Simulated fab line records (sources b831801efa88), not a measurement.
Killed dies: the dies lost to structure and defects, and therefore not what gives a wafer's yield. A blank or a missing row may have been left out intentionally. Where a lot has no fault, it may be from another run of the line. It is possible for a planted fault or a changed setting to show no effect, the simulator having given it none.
Split-lot experiment :: flow sky130 :: 23 wafers read across 5 lots, on a route 708 steps long

THE SPLIT ITSELF
At SKY_VIA2_CVD_21 (deposits W, target thk 420 nm, time 126.4 s), the setting tempC was moved away from the recipe's 400 C on 10 of the 23 wafers read, by -1.9% to +2.8%. For the rest of the wafers, this setting stayed at what the recipe calls for.

BETWEEN THE SPLIT AND THE READING: the file shows 1 step in between
- SKY_VIA2_RS_MEAS_22: measures by four-point-probe

THE READING
VIA2_W_THK, in nm, at SKY_VIA2_THK_MEAS_23 (measures by xrf). Fault-free wafers of this fab line usually give 418 nm, standard deviation 10 nm.

wafer: L077.1
tool, chamber at the split: cvdW-02, 1
tempC as run, C: 400
against the recipe: recipe
VIA2_W_THK, nm: 414
against lot-mates on the recipe: -

wafer: L077.2
tool, chamber at the split: cvdW-02, 0
tempC as run, C: 396
against the recipe: -1.0%
VIA2_W_THK, nm: 389
against lot-mates on the recipe: -28

wafer: L077.3
tool, chamber at the split: cvdW-02, 0
tempC as run, C: 396
against the recipe: -1.0%
VIA2_W_THK, nm: 386
against lot-mates on the recipe: -31

wafer: L077.5
tool, chamber at the split: cvdW-02, 0
tempC as run, C: 400
against the recipe: recipe
VIA2_W_THK, nm: 420
against lot-mates on the recipe: -

wafer: L077.6
tool, chamber at the split: cvdW-02, 1
tempC as run, C: 396
against the recipe: -1.0%
VIA2_W_THK, nm: 386
against lot-mates on the recipe: -31

wafer: L080.2
tool, chamber at the split: cvdW-02, 1
tempC as run, C: 400
against the recipe: recipe
VIA2_W_THK, nm: 412
against lot-mates on the recipe: -

wafer: L080.4
tool, chamber at the split: cvdW-02, 0
tempC as run, C: 400
against the recipe: recipe
VIA2_W_THK, nm: 414
against lot-mates on the recipe: -

wafer: L080.5
tool, chamber at the split: cvdW-02, 1
tempC as run, C: 400
against the recipe: recipe
VIA2_W_THK, nm: 407
against lot-mates on the recipe: -

wafer: L082.1
tool, chamber at the split: cvdW-02, 1
tempC as run, C: 400
against the recipe: recipe
VIA2_W_THK, nm: 407
against lot-mates on the recipe: -

wafer: L082.3
tool, chamber at the split: cvdW-02, 1
tempC as run, C: 392.4
against the recipe: -1.9%
VIA2_W_THK, nm: 353
against lot-mates on the recipe: -55

wafer: L082.4
tool, chamber at the split: cvdW-02, 0
tempC as run, C: 392.4
against the recipe: -1.9%
VIA2_W_THK, nm: 346
against lot-mates on the recipe: -62

wafer: L082.5
tool, chamber at the split: cvdW-02, 1
tempC as run, C: 400
against the recipe: recipe
VIA2_W_THK, nm: 408
against lot-mates on the recipe: -

wafer: L082.6
tool, chamber at the split: cvdW-02, 0
tempC as run, C: 400
against the recipe: recipe
VIA2_W_THK, nm: 408
against lot-mates on the recipe: -

wafer: L084.1
tool, chamber at the split: cvdW-02, 1
tempC as run, C: 400
against the recipe: recipe
VIA2_W_THK, nm: 414
against lot-mates on the recipe: -

wafer: L084.2
tool, chamber at the split: cvdW-02, 0
tempC as run, C: 400
against the recipe: recipe
VIA2_W_THK, nm: 411
against lot-mates on the recipe: -

wafer: L084.3
tool, chamber at the split: cvdW-02, 0
tempC as run, C: 411
against the recipe: +2.8%
VIA2_W_THK, nm: 501
against lot-mates on the recipe: +90

wafer: L084.5
tool, chamber at the split: cvdW-02, 1
tempC as run, C: 400
against the recipe: recipe
VIA2_W_THK, nm: 408
against lot-mates on the recipe: -

wafer: L084.6
tool, chamber at the split: cvdW-02, 0
tempC as run, C: 411
against the recipe: +2.8%
VIA2_W_THK, nm: 502
against lot-mates on the recipe: +91

wafer: L085.1
tool, chamber at the split: cvdW-01, 0
tempC as run, C: 406.7
against the recipe: +1.7%
VIA2_W_THK, nm: 469
against lot-mates on the recipe: +58

wafer: L085.2
tool, chamber at the split: cvdW-01, 1
tempC as run, C: 400
against the recipe: recipe
VIA2_W_THK, nm: 409
against lot-mates on the recipe: -

wafer: L085.3
tool, chamber at the split: cvdW-01, 0
tempC as run, C: 406.7
against the recipe: +1.7%
VIA2_W_THK, nm: 465
against lot-mates on the recipe: +54

wafer: L085.4
tool, chamber at the split: cvdW-01, 1
tempC as run, C: 400
against the recipe: recipe
VIA2_W_THK, nm: 412
against lot-mates on the recipe: -

wafer: L085.5
tool, chamber at the split: cvdW-01, 0
tempC as run, C: 406.7
against the recipe: +1.7%
VIA2_W_THK, nm: 469
against lot-mates on the recipe: +58

THE FIT
A straight line over all 23 wafers: VIA2_W_THK changes by +32.1 nm for each +1% of tempC; r = +0.99; the points scatter about the line by 4.3 nm.
The same after taking each lot's own level away (the mean of its wafers on the recipe; 23 wafers): +32.3 nm for each +1%; r = +1.00; scatter 2.7 nm.
According to that fit, moving tempC by its largest amount changes the reading by 89 nm.
Across the lots, their own levels run from 407.7 to 417.0 nm, a range of 0.9 times the standard deviation given above.
The two slopes are in agreement: the lot-to-lot level therefore moves the slope only a little.
Check: +90.1 nm against its lot-mates is what the line predicts for one of the wafers moved furthest among these (+2.8%) when that wafer is left out of the fit. It came out at +90 nm against them.

OTHER SPLITS APPLIED TO THESE WAFERS
Before the reading, these wafers also passed through other splits. Each is held against what the fit with the lots' levels taken away leaves over:
other split on the same wafers: SKY_VIA2_HDPCVD_00 timeS
wafers away from the commonest value: 6
r with VIA2_W_THK (lot level and that fit taken away): +0.04

THE WHOLE CHAIN: every reading that the file lists as answering this split, in the file's order
step: SKY_VIA2_CVD_21
what it does: deposits W, target thk 420 nm, time 126.4 s
reading: W_of_VIA2_CVD_21.thkNm (the simulator's own value, which no gauge read)
change (the file's fit): +33.2 nm for each +1% of the setting
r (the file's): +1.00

step: SKY_VIA2_RS_MEAS_22
what it does: measures by four-point-probe
reading: VIA2_W_RS
change (the file's fit): -0.0203 for each +1% of the setting
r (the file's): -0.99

step: SKY_VIA2_THK_MEAS_23
what it does: measures by xrf
reading: VIA2_W_THK
change (the file's fit): +32.4 for each +1% of the setting
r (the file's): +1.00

THE FILE'S OWN FIT
VIA2_W_THK changes by +32.4 nm for each +1% of tempC, r = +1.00.
